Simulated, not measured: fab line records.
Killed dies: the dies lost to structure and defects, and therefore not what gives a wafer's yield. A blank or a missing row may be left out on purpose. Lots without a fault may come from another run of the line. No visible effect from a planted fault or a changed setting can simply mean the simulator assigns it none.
Chamber matching | flow sky130 | 4 sister chambers for SKY_CONTACT_ETCH_16 on rieDiel-03
The step etches BARC in N2/H2, stops on SiO2, time 45.9 s, target depth 60 nm. 16 wafers are shown with their chamber, then 8 later ones without.

## WAFERS, EACH WITH ITS CHAMBER
wafer  | chamber | drypumpMotorCurrentA (A) | oesProductAu (a.u.) | throttleValvePct (%)
L788.2 | 0       | 6.1                      | 0.857               | 13.214
L788.4 | 3       | 5.9                      | 0.856               | 13.238
L788.6 | 3       | 5.9                      | 0.853               | 13.228
L789.4 | 3       | 5.9                      | 0.849               | 13.223
L789.5 | 2       | 5.1                      | 0.848               | 13.227
L789.6 | 3       | 5.9                      | 0.859               | 13.221
L791.1 | 3       | 5.9                      | 0.855               | 13.233
L791.3 | 0       | 6.2                      | 0.855               | 13.218
L791.5 | 2       | 5.1                      | 0.852               | 13.214
L792.1 | 0       | 6.1                      | 0.856               | 13.229
L792.2 | 3       | 5.9                      | 0.855               | 13.222
L792.3 | 1       | 5.4                      | 0.853               | 13.224
L795.2 | 0       | 6.1                      | 0.868               | 13.223
L795.3 | 3       | 5.9                      | 0.865               | 13.224
L795.6 | 3       | 6.0                      | 0.862               | 13.221
L796.2 | 3       | 5.9                      | 0.856               | 13.214

SIGNATURES (means of the wafers above)
reading              | chamber 0 | chamber 1 | chamber 2 | chamber 3 | scatter within a chamber
drypumpMotorCurrentA | 6.125     | 5.400     | 5.100     | 5.911     | 0.037
oesProductAu         | 0.85900   | 0.85300   | 0.85000   | 0.85667   | 0.005
throttleValvePct     | 13.22100  | 13.22400  | 13.22050  | 13.22489  | 0.00718
Rule: for each reading, subtract the chamber's mean from the wafer's reading, divide by that reading's scatter and square the result; add these up over the readings and take the root, which gives the wafer's distance from the chamber. If the next closest chamber is less than 2 further off than the closest, the wafer can't be placed; otherwise it belongs to the closest. The scatter is the square root of a quotient: the sum, over the shown wafers, of each reading's squared deviation from its chamber's mean, divided by wafers minus chambers.

## WAFERS WITHOUT THEIR CHAMBER
wafer  | drypumpMotorCurrentA (A) | oesProductAu (a.u.) | throttleValvePct (%)
L796.4 | 5.1                      | 0.853               | 13.236
L796.5 | 5.4                      | 0.855               | 13.217
L801.1 | 6.1                      | 0.861               | 13.229
L801.4 | 5.4                      | 0.862               | 13.222
L801.6 | 5.4                      | 0.854               | 13.230
L804.2 | 5.1                      | 0.848               | 13.207
L804.3 | 5.9                      | 0.856               | 13.223
L804.5 | 5.9                      | 0.840               | 13.219

## EACH ONE'S CHAMBER
wafer  | from the rows above | in truth
L796.4 | 2                   | 2
L796.5 | 1                   | 1
L801.1 | 0                   | 0
L801.4 | 1                   | 1
L801.6 | 1                   | 1
L804.2 | 2                   | 2
L804.3 | 3                   | 3
L804.5 | 3                   | 3
Correctly placed: 8 of 8. Number that these rows cannot place: 0. 0 placed wrongly.
